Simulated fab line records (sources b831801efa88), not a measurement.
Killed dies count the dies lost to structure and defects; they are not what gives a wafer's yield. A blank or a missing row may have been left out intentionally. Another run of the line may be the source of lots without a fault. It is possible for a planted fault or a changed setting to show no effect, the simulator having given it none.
fab line records	flow sky130
record lots=6	wafers=18	last-day=51
route steps=708 shown SONOS_ONO@186 GATE_OXIDE@187 PAD_OPEN@708
lots untouched by any fault: they come from a run of this same line in which no faults occurred
start-h: the number of hours between the record's first day and the start of the first shown wafer of the lot	wait-h: hours since the lot's step before	" identical to the entry in the row above	L1.1+2: a single row standing in for several wafers	- either no value or no given start	* or withheld: withheld	< > ~ a bound
route shown NAME@n: NAME is a module with steps in the file, n the number in the route of the first one	usual: average and standard deviation across the fault-free wafers	same: alike in all rows	chamber/n: place in a boat	sites: per-site readings	_std_site: how widely they spread, as a standard deviation	_edge_site: outer sites' mean less inner sites'	radius-mm: for every site, how far away it sits from the centre of the wafer	mask NAME#n: copy n	behind: tool/chamber where the wafer was last shaped	hold: reason for holding the lot/hours on hold/outcome of the hold	device: whichever transistor did not switch (one of n, p or np)	end of line: at the end of the route, the tests of the same wafers	a step without rows: its recipe alone	killed: dies that structure and defects cost at the first sort, which is not the same as the wafer's yield	map: a wafer's dies, x killed, . not, _ none there
set.NAME: the setting the step ran with; set.NAME@STEP: the setting that earlier step ran with	model.NAME: the simulator's own value behind a step, which no gauge read
lots at some steps of the route; a table a step, a row a wafer
services: a tool's chamber out of use, with start hour (start-h, from the record's first day; less than 0 if before it), hours out, and reason
## steps
# step SKY_SONOS_ONO_WET_ETCH_18
# recipe chemistry=H3PO4	target-depth-nm=15	target=Si3N4	temp-c=160	time-s=172
# step SKY_GATE_OXIDE_CLEAN_00
# recipe chemistry=SC1/SC2	mix=1:4:20	temp-c=70	time-s=150	dry=n2-spin
# step SKY_GATE_OXIDE_OXIDATION_01
# recipe temp-c=900	ambient=O2	stabilise-s=600	purge-s=300	target-thk-a=102.68	ox-time-s=1473
# step SKY_GATE_OXIDE_THK_MEAS_02
# recipe reads=SiO2_of_GATE_OXIDE_OXIDATION_01
# usual GATE_OXIDE_OXIDATION_00_THK=10.16/0.21
lot.wafer	tool	chamber	start-h	wait-h	GATE_OXIDE_OXIDATION_00_THK[nm]
L431.1	film-metro-04	-	326.04	0.0	10.62
L431.2	"	-	"	"	10.23
L431.4	"	-	"	"	10.32
L436.3	film-metro-01	-	365.95	0.0	10.06
L436.4	"	-	"	"	10.17
L436.6	"	-	"	"	9.90
L439.1	film-metro-04	-	390.78	0.0	10.33
L439.2	"	-	"	"	10.12
L439.5	"	-	"	"	10.23
L444.1	film-metro-03	-	422.98	0.0	10.24
L444.4	"	-	"	"	10.42
L444.6	"	-	"	"	10.31
L445.2	film-metro-03	-	427.28	0.0	10.10
L445.3	"	-	"	"	10.24
L445.6	"	-	"	"	10.16
L451.1	film-metro-04	-	472.68	0.0	9.97
L451.2	"	-	"	"	9.84
L451.3	"	-	"	"	9.91
# step SKY_GATE_OXIDE_DEHYDRATE_03
# recipe temp-c=200	time-s=60
# step SKY_GATE_OXIDE_HMDS_04
# recipe prime-time-s=60	prime-temp-c=120
# step SKY_GATE_OXIDE_COAT_05
# recipe resist=NOVOLAK	spin-rpm=3000	resist-thk-nm=1140
# step SKY_GATE_OXIDE_SOFTBAKE_06
# recipe temp-c=90	time-s=60	resist=NOVOLAK
# step SKY_GATE_OXIDE_EXPOSE_07
# recipe mask-id=LVOM	na=0.6	source-shape=conventional	sigma-outer=0.6	polarization=unpolarized	target-cd-nm=600	dose-mj=170
# step SKY_GATE_OXIDE_PEB_08
# recipe temp-c=withheld	time-s=*	resist=NOVOLAK
# step SKY_GATE_OXIDE_DEVELOP_09
# recipe resist=NOVOLAK	developer=TMAH	develop-time-s=60	dev-temp-c=23
# step SKY_GATE_OXIDE_OVL_MEAS_10
# usual GATE_OXIDE_OVL=1.0/1.3
lot.wafer	tool	chamber	start-h	wait-h	GATE_OXIDE_OVL[nm]
L431.1	overlay-02	-	351.37	0.1	2.4
L431.2	"	-	"	"	4.5
L431.4	"	-	"	"	1.9
L436.3	overlay-01	-	393.00	0.1	1.5
L436.4	"	-	"	"	0.7
L436.6	"	-	"	"	2.1
L439.1	overlay-01	-	419.54	0.1	0.4
L439.2	"	-	"	"	0.0
L439.5	"	-	"	"	0.1
L444.1	overlay-01	-	453.02	0.1	2.1
L444.4	"	-	"	"	1.4
L444.6	"	-	"	"	0.4
L445.2	overlay-02	-	457.22	0.1	0.1
L445.3	"	-	"	"	1.3
L445.6	"	-	"	"	1.6
L451.1	overlay-02	-	501.99	0.1	1.9
L451.2	"	-	"	"	3.3
L451.3	"	-	"	"	2.0
# step SKY_GATE_OXIDE_IMPLANT_11
# recipe species=B	energy-kev=10	dose-cm2=2.6e+12	tilt-deg=withheld
# usual dose-ions-cm2=2.6e+12/3.1e+09	faraday-current-uA=14.7/0.3
lot.wafer	tool	chamber	start-h	wait-h	dose-ions-cm2	faraday-current-uA
L431.1	implanter-01	0	351.40	0.0	2.597e+12	14.1
L431.2	"	0	"	"	2.601e+12	15.0
L431.4	"	0	"	"	2.598e+12	14.5
L436.3	implanter-01	0	393.07	0.1	2.6e+12	14.4
L436.4	"	0	"	"	2.604e+12	14.7
L436.6	"	0	"	"	2.599e+12	14.4
L439.1	implanter-01	0	419.57	0.0	2.605e+12	14.3
L439.2	"	0	"	"	2.599e+12	15.3
L439.5	"	0	"	"	2.604e+12	14.9
L444.1	implanter-01	0	453.05	0.0	1.132e+13	64.8
L444.4	"	0	"	"	1.1321e+13	62.9
L444.6	"	0	"	"	1.1322e+13	63.7
L445.2	implanter-01	0	457.28	0.0	1.1321e+13	64.7
L445.3	"	0	"	"	1.132e+13	64.4
L445.6	"	0	"	"	1.1322e+13	61.3
L451.1	implanter-03	0	502.02	0.0	2.594e+12	14.5
L451.2	"	0	"	"	2.598e+12	14.5
L451.3	"	0	"	"	2.59e+12	15.0
# step SKY_GATE_OXIDE_WET_ETCH_12
# recipe chemistry=dHF	target-depth-nm=16.8	dry=n2-spin	target=SiO2	dilution=100:1	temp-c=25	time-s=336
# step SKY_GATE_OXIDE_STRIP_13
# recipe chemistry=O2/N2	power-w=1400	pressure-mtorr=1500	platen-temp-c=withheld	o2-flow-sccm=3000	n2-flow-sccm=300	overash-fraction=0.5
# usual drypump-motor-current-A=5.6/0.33	oes-product-au=0.715/0.0049	strip-time-to-endpoint-s=14.19/0.044
lot.wafer	tool	chamber	start-h	wait-h	drypump-motor-current-A	oes-product-au	rf-hours-counter-h	strip-time-to-endpoint-s
L431.1	plasma-asher-02	1	351.65	0.0	5.9	0.717	66	14.18
L431.2	"	0	"	"	5.7	0.714	66	14.19
L431.4	"	1	"	"	5.9	0.713	-	14.16
L436.3	plasma-asher-02	1	393.31	0.0	5.9	0.709	-	14.18
L436.4	"	0	"	"	5.7	0.710	-	14.21
L436.6	"	0	"	"	5.7	0.724	-	14.24
L439.1	plasma-asher-01	1	419.82	0.0	5.3	0.713	28	14.14
L439.2	"	0	"	"	5.1	0.718	28	14.19
L439.5	"	1	"	"	5.3	0.719	-	14.17
L444.1	plasma-asher-04	1	453.30	0.0	5.8	0.714	2	14.17
L444.4	"	0	"	"	5.9	0.718	-	14.18
L444.6	"	0	"	"	5.9	0.717	-	14.19
L445.2	plasma-asher-04	0	457.51	0.0	5.9	0.710	3	14.18
L445.3	"	1	"	"	5.9	0.712	-	14.21
L445.6	"	1	"	"	5.9	0.712	-	14.21
L451.1	plasma-asher-04	1	502.28	0.0	5.9	0.716	7	14.21
L451.2	"	0	"	"	5.9	0.711	7	14.21
L451.3	"	0	"	"	5.9	0.718	-	14.21
# step SKY_GATE_OXIDE_TW_MEAS_14
# usual GATE_OXIDE_TW=223.0/1.5
lot.wafer	tool	chamber	start-h	wait-h	GATE_OXIDE_TW
L431.1	film-metro-04	-	351.75	0.1	225.5
L431.2	"	-	"	"	225.9
L431.4	"	-	"	"	226.0
L436.3	film-metro-01	-	393.39	0.1	223.0
L436.4	"	-	"	"	223.9
L436.6	"	-	"	"	223.7
L439.1	film-metro-03	-	419.92	0.1	221.9
L439.2	"	-	"	"	221.9
L439.5	"	-	"	"	221.9
L444.1	film-metro-01	-	453.40	0.1	341.4
L444.4	"	-	"	"	343.2
L444.6	"	-	"	"	342.9
L445.2	film-metro-04	-	457.62	0.1	343.8
L445.3	"	-	"	"	344.8
L445.6	"	-	"	"	347.7
L451.1	film-metro-04	-	502.38	0.1	225.0
L451.2	"	-	"	"	223.5
L451.3	"	-	"	"	225.1
# step SKY_GATE_OXIDE_CLEAN_15
# recipe chemistry=SC1/SC2	mix=1:4:20	temp-c=70	time-s=150	dry=n2-spin
# step SKY_PAD_OPEN_PROBE_99
# usual killed_at_M0_to_M3=42/6.7	killed_at_M4_up=3.0/1.9	killed-at-contacts=24/5.3	killed-at-front-end=16/4.3	killed-at-other=0.4/0.71	killed-dies=85/9.6	killed-open=46/6.5	killed-short=39/6.7
# same gross-dies=492	killed-at-back-side=0
lot.wafer	tool	chamber	start-h	wait-h	killed_at_M0_to_M3	killed_at_M4_up	killed-at-contacts	killed-at-front-end	killed-at-other	killed-dies	killed-open	killed-short
L431.1	prober-01	-	1117.15	0.1	39	4	31	27	0	101	52	49
L431.2	prober-01	-	1117.20	0.1	45	4	22	15	0	86	53	33
L431.4	prober-01	-	1117.30	0.2	36	3	25	17	1	82	42	40
L445.2	prober-01	-	1185.73	0.1	42	6	29	19	0	96	48	48
L445.3	prober-01	-	1185.78	0.2	47	5	34	19	0	105	59	46
L445.6	prober-01	-	1185.93	0.2	47	8	24	30	0	109	51	58
# killed by level:class
L431.1 METAL1:geometric-particle:short=13 LI_CONTACT:geometric-particle:open=11 VIA1:geometric-particle:open=9 VIA2:geometric-particle:open=8 CONTACT:geometric-particle:short=8 FIELD_ISO:geometric-particle:short=7 POLY_GATE:geometric-particle:short=7 FIELD_ISO:geometric-particle:open=6
L431.2 VIA1:geometric-particle:open=12 LI_CONTACT:geometric-particle:open=10 CONTACT:geometric-particle:open=7 VIA1:geometric-particle:short=6 METAL2:geometric-particle:short=5 VIA2:geometric-particle:open=5 VIA3:geometric-particle:open=5 POLY_GATE:geometric-particle:open=4
L431.4 VIA1:geometric-particle:open=9 LI_CONTACT:geometric-particle:open=8 CONTACT:geometric-particle:short=8 CONTACT:geometric-particle:open=6 VIA2:geometric-particle:open=6 POLY_GATE:geometric-particle:open=5 POLY_GATE:geometric-particle:short=5 VIA3:geometric-particle:open=5
L445.2 CONTACT:geometric-particle:open=13 VIA1:geometric-particle:open=10 CONTACT:geometric-particle:short=7 FIELD_ISO:geometric-particle:short=6 VIA1:geometric-particle:short=6 VIA3:geometric-particle:open=6 FIELD_ISO:geometric-particle:open=5 METAL2:geometric-particle:short=5
L445.3 CONTACT:geometric-particle:open=17 VIA1:geometric-particle:open=10 VIA2:geometric-particle:open=10 CONTACT:geometric-particle:short=8 FIELD_ISO:geometric-particle:short=6 LOCAL_INTERCONNECT:geometric-particle:short=6 FIELD_ISO:geometric-particle:open=5 METAL1:geometric-particle:short=5
L445.6 VIA1:geometric-particle:open=13 FIELD_ISO:geometric-particle:open=9 POLY_GATE:geometric-particle:short=7 CONTACT:geometric-particle:open=7 METAL4:geometric-particle:short=7 CONTACT:geometric-particle:short=6 METAL1:geometric-particle:short=6 POLY_GATE:geometric-particle:open=5
## services
tool	chamber	start-h	hours	kind
plasma-asher-01	-	346.35	14.6	pm
implanter-03	-	389.66	5.7	repair
plasma-asher-04	-	421.25	9.0	pm
plasma-asher-04	0	421.25	9.0	vent-cycle
plasma-asher-04	1	421.25	9.0	vent-cycle
plasma-asher-04	0	430.25	-	clean
plasma-asher-04	1	430.25	-	clean
## key
first-sign step=SKY_GATE_OXIDE_IMPLANT_11	reading=dose-ions-cm2	direction=up	sigmas=99+	usual=*	struck=*
effect step=SKY_GATE_OXIDE_IMPLANT_11	reading=faraday-current-uA	direction=up	sigmas=99+	usual=14.7	struck=63.6
effect step=SKY_GATE_OXIDE_TW_MEAS_14	reading=GATE_OXIDE_TW	direction=up	sigmas=79	usual=223.0	struck=343.9
met-at SKY_GATE_OXIDE_IMPLANT_11
struck-wafers L444.1,L444.4,L444.6,L445.2,L445.3,L445.6
tester-left-out L444,L445
onset-between 419.57 453.05
fault kind=process-parameter-drift	tool=implanter-01	chamber=-	onset-h=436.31	steps=SKY_GATE_OXIDE_IMPLANT_11	channel=dose-cm2	offset=*	shape=step	end-h=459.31	acts-in=*	stated=*
# tester-left-out: of these lots the tester's yield and bins aren't shown, on N5 and GAA mostly nor the transistor test; their killed dies are dies lost to structure and defects alone, not to doping, threshold or leakage, so they don't give the yield
